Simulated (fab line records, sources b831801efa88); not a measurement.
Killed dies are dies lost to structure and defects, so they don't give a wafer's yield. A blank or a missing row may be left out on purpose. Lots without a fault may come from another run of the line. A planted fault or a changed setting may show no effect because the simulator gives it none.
Which tool did it? | flow sky130 | 10 lots, 30 wafers sampled, at 6 steps of a route of 708

WHAT THE GAUGES READ, wafer by wafer
SKY_LDD_LDN_TW_MEAS_13. Usual: LDD_LDN_TW 1487, standard deviation 7.7.
lot  | measured     | on            | LDD_LDN_TW     | flag
L970 | day 22 18:34 | film_metro-01 | 1492 1494 1489 |
L973 | day 24 06:50 | film_metro-01 | 1481 1483 1479 |
L977 | day 25 17:15 | film_metro-01 | 1508 1498 1497 |
L979 | day 26 05:42 | film_metro-02 | 1480 1476 1486 |
L988 | day 29 06:16 | film_metro-04 | 1481 1474 1476 |
L989 | day 29 17:28 | film_metro-04 | 1482 1481 1475 |
L990 | day 29 22:37 | film_metro-04 | 1481 1482 1480 |
L991 | day 30 05:17 | film_metro-01 | 1491 1489 1490 |
L992 | day 30 14:02 | film_metro-02 | 1479 1479 1475 |
L993 | day 30 19:34 | film_metro-01 | 1498 1486 1500 |

SKY_SPACER_THK_MEAS_01. Usual: SPACER_CVD_00_THK 42.9 nm, standard deviation 0.38.
lot  | measured     | on            | SPACER_CVD_00_THK (nm) | flag
L970 | day 22 20:29 | film_metro-03 | 43.0 42.7 42.8         |
L973 | day 24 08:57 | film_metro-02 | 43.0 43.1 42.7         |
L977 | day 25 19:46 | film_metro-02 | 43.2 43.2 42.9         |
L979 | day 26 07:01 | film_metro-01 | 39.9 40.3 39.7         | OFF
L988 | day 29 08:11 | film_metro-03 | 42.6 42.7 42.6         |
L989 | day 29 18:47 | film_metro-03 | 42.9 43.1 43.2         |
L990 | day 30 00:21 | film_metro-02 | 43.0 43.3 43.4         |
L991 | day 30 07:18 | film_metro-02 | 42.5 42.7 43.0         |
L992 | day 30 15:22 | film_metro-03 | 42.6 42.4 42.6         |
L993 | day 30 20:56 | film_metro-01 | 42.8 42.5 42.6         |

SKY_SD_N_RS_MEAS_17: measures by four-point-probe. Usual: SD_P_RS 147.6 ohm/sq, standard deviation 0.32.
lot  | measured     | on            | SD_P_RS (ohm/sq)  | flag
L970 | day 27 19:47 | film_metro-04 | 148.1 147.6 148.1 |
L973 | day 29 06:48 | film_metro-04 | 147.3 147.4 147.5 |
L977 | day 30 13:50 | film_metro-03 | 147.1 147.3 147.1 |
L979 | day 31 01:44 | film_metro-01 | 147.5 147.9 147.8 |
L988 | day 33 22:01 | film_metro-03 | 147.4 147.5 147.5 |
L989 | day 34 07:43 | film_metro-03 | 147.4 147.5 147.9 |
L990 | day 34 12:50 | film_metro-03 | 147.6 148.1 147.6 |
L991 | day 34 20:05 | film_metro-03 | 147.7 147.3 147.5 |
L992 | day 35 04:09 | film_metro-01 | 147.3 147.0 146.9 |
L993 | day 35 08:39 | film_metro-04 | 147.3 147.3 147.7 |

WHICH TOOL RAN EACH LOT (tool, then ch and the chambers of the sampled wafers, then the start)
lot  | SKY_SPACER_CVD_00           | SKY_SPACER_ETCHBACK_02             | SKY_SD_N_STRIP_11
L970 | lpcvd-02 ch 1, day 22 18:41 | rie_diel-02 ch 2,3, day 22 20:33   | plasma_asher-02 ch 0,1, day 27 19:14
L973 | lpcvd-02 ch 1, day 24 07:44 | rie_diel-02 ch 0,1,2, day 24 09:00 | plasma_asher-02 ch 0,1, day 29 06:17
L977 | lpcvd-02 ch 1, day 25 18:34 | rie_diel-04 ch 0,1,3, day 25 19:50 | plasma_asher-04 ch 0,1, day 30 13:20
L979 | lpcvd-02 ch 0, day 26 05:47 | rie_diel-02 ch 0,3, day 26 07:03   | plasma_asher-04 ch 0,1, day 31 01:10
L988 | lpcvd-02 ch 0, day 29 06:22 | rie_diel-04 ch 0,1,3, day 29 08:14 | plasma_asher-01 ch 0,1, day 33 21:29
L989 | lpcvd-02 ch 1, day 29 17:34 | rie_diel-04 ch 0,1,3, day 29 18:50 | plasma_asher-04 ch 0,1, day 34 07:08
L990 | lpcvd-02 ch 1, day 29 23:09 | rie_diel-04 ch 0,2, day 30 00:25   | plasma_asher-04 ch 0,1, day 34 12:20
L991 | lpcvd-02 ch 0, day 30 06:05 | rie_diel-03 ch 0,2, day 30 07:20   | plasma_asher-01 ch 0,1, day 34 19:34
L992 | lpcvd-02 ch 1, day 30 14:08 | rie_diel-02 ch 1,2,3, day 30 15:25 | plasma_asher-02 ch 0,1, day 35 03:37
L993 | lpcvd-02 ch 0, day 30 19:44 | rie_diel-04 ch 0,2,3, day 30 21:00 | plasma_asher-01 ch 0,1, day 35 08:09
- SKY_SPACER_CVD_00: deposits Si3N4 from DCS/NH3, target thk 43.1 nm, time 740 s.
- SKY_SPACER_ETCHBACK_02: etches Si3N4 in CH3F/O2, stops on SiO2, time 46.7 s, target depth 45 nm.
- SKY_SD_N_STRIP_11: strips in O2/N2.

WHAT THE TOOLS THEMSELVES READ (means of the sampled wafers that have a number; where no wafer has one, the mark that the record gives instead)
SKY_SPACER_CVD_00. Usual: spike_tc_lower_C 770.4 C, standard deviation 1.2; spike_tc_top_C 782.3 C, standard deviation 1.1; spike_tc_upper_C 771.7 C, standard deviation 1.5; susceptor_temp_C 770.03 C, standard deviation 0.27; zone_power_lower_pct 14.20 %, standard deviation 0.19.
lot  | tool     | spike_tc_lower_C (C) | spike_tc_top_C (C) | spike_tc_upper_C (C) | susceptor_temp_C (C) | zone_power_lower_pct (%) | flag
L970 | lpcvd-02 | 770.2                | 782.4              | 772.5                | 770.06               | 14.21                    |
L973 | lpcvd-02 | 770.8                | 781.9              | 773.1                | 769.76               | 14.10                    |
L977 | lpcvd-02 | 770.0                | 782.6              | 772.7                | 769.88               | 14.27                    |
L979 | lpcvd-02 | 765.0                | 778.2              | 765.8                | 766.40               | 13.86                    | OFF
L988 | lpcvd-02 | 769.2                | 781.3              | 769.6                | 769.99               | 14.10                    |
L989 | lpcvd-02 | 771.6                | 782.4              | 771.9                | 770.21               | 14.18                    |
L990 | lpcvd-02 | 771.3                | 782.6              | 771.1                | 770.11               | 14.36                    |
L991 | lpcvd-02 | 770.0                | 782.4              | 769.1                | 770.21               | 14.03                    |
L992 | lpcvd-02 | 770.6                | 781.8              | 772.0                | 770.29               | 14.40                    |
L993 | lpcvd-02 | 770.9                | 782.4              | 769.7                | 769.96               | 13.90                    |

SKY_SPACER_ETCHBACK_02. Usual: chamber_pressure_mTorr 25.001 mTorr, standard deviation 0.023; drypump_motor_current_A 5.5 A, standard deviation 0.48; oes_product_au 0.853 a.u., standard deviation 0.0062; throttle_valve_pct 10.562 %, standard deviation 0.0089.
lot  | tool        | chamber_pressure_mTorr (mTorr) | drypump_motor_current_A (A) | oes_product_au (a.u.) | throttle_valve_pct (%) | flag
L970 | rie_diel-02 | 24.996                         | 5.1                         | 0.857                 | 10.560                 |
L973 | rie_diel-02 | 24.998                         | 5.3                         | 0.856                 | 10.565                 |
L977 | rie_diel-04 | 25.020                         | 5.9                         | 0.855                 | 10.566                 |
L979 | rie_diel-02 | 25.010                         | 5.0                         | 0.816                 | 10.547                 | OFF
L988 | rie_diel-04 | 25.006                         | 5.9                         | 0.854                 | 10.561                 |
L989 | rie_diel-04 | 24.980                         | 5.9                         | 0.860                 | 10.556                 |
L990 | rie_diel-04 | 24.997                         | 5.7                         | 0.855                 | 10.575                 |
L991 | rie_diel-03 | 24.990                         | 5.7                         | 0.851                 | 10.566                 |
L992 | rie_diel-02 | 25.005                         | 5.1                         | 0.846                 | 10.564                 |
L993 | rie_diel-04 | 25.002                         | 5.7                         | 0.850                 | 10.562                 |

SKY_SD_N_STRIP_11. Usual: chamber_pressure_mTorr 1500.0 mTorr, standard deviation 1.3; drypump_motor_current_A 5.6 A, standard deviation 0.38; oes_product_au 0.528 a.u., standard deviation 0.0042; strip_time_to_endpoint_s 22.53 s, standard deviation 0.039.
lot  | tool            | chamber_pressure_mTorr (mTorr) | drypump_motor_current_A (A) | oes_product_au (a.u.) | strip_time_to_endpoint_s (s) | flag
L970 | plasma_asher-02 | 1500.0                         | 6.0                         | 0.526                 | 22.56                        |
L973 | plasma_asher-02 | 1499.7                         | 6.2                         | 0.526                 | 22.55                        |
L977 | plasma_asher-04 | 1500.7                         | 5.5                         | 0.531                 | 22.51                        |
L979 | plasma_asher-04 | 1500.0                         | 5.6                         | 0.531                 | 22.61                        |
L988 | plasma_asher-01 | 1498.9                         | 5.3                         | 0.529                 | 22.51                        |
L989 | plasma_asher-04 | 1499.6                         | 5.5                         | 0.526                 | 22.51                        |
L990 | plasma_asher-04 | 1499.8                         | 5.5                         | 0.528                 | 22.54                        |
L991 | plasma_asher-01 | 1500.3                         | 5.3                         | 0.527                 | 22.45                        |
L992 | plasma_asher-02 | 1500.8                         | 6.0                         | 0.528                 | 22.51                        |
L993 | plasma_asher-01 | 1498.2                         | 5.4                         | 0.524                 | 22.52                        |

THE ANSWER, worked out from the rows above alone
Rule: a lot is off if the mean of its wafers that have a number lies more than 3 standard deviations from the usual mean. A lot without any number at a reading at which 4 lots or more have one is off too. The other lots that the step has rows for count as sound. The gauges are gone through in route order, then the tools' own readings, and for those a lot's mean is taken as printed above. The first step at which some lot is off is used, and at that step the reading that is off furthest; a lot without a number counts as furthest.
Off: L979, at SKY_SPACER_THK_MEAS_01 (SPACER_CVD_00_THK).
A tool fits if, at a process step before that reading, it ran every lot that is off, and no sound lot after the first of them. The gauges at SKY_SPACER_THK_MEAS_01 aren't tried: what is off there is off at SKY_SPACER_CVD_00 too, on other tools, and a gauge's error can't cause that. None of those tried fits.

WHAT THE SIMULATOR HAD PUT IN
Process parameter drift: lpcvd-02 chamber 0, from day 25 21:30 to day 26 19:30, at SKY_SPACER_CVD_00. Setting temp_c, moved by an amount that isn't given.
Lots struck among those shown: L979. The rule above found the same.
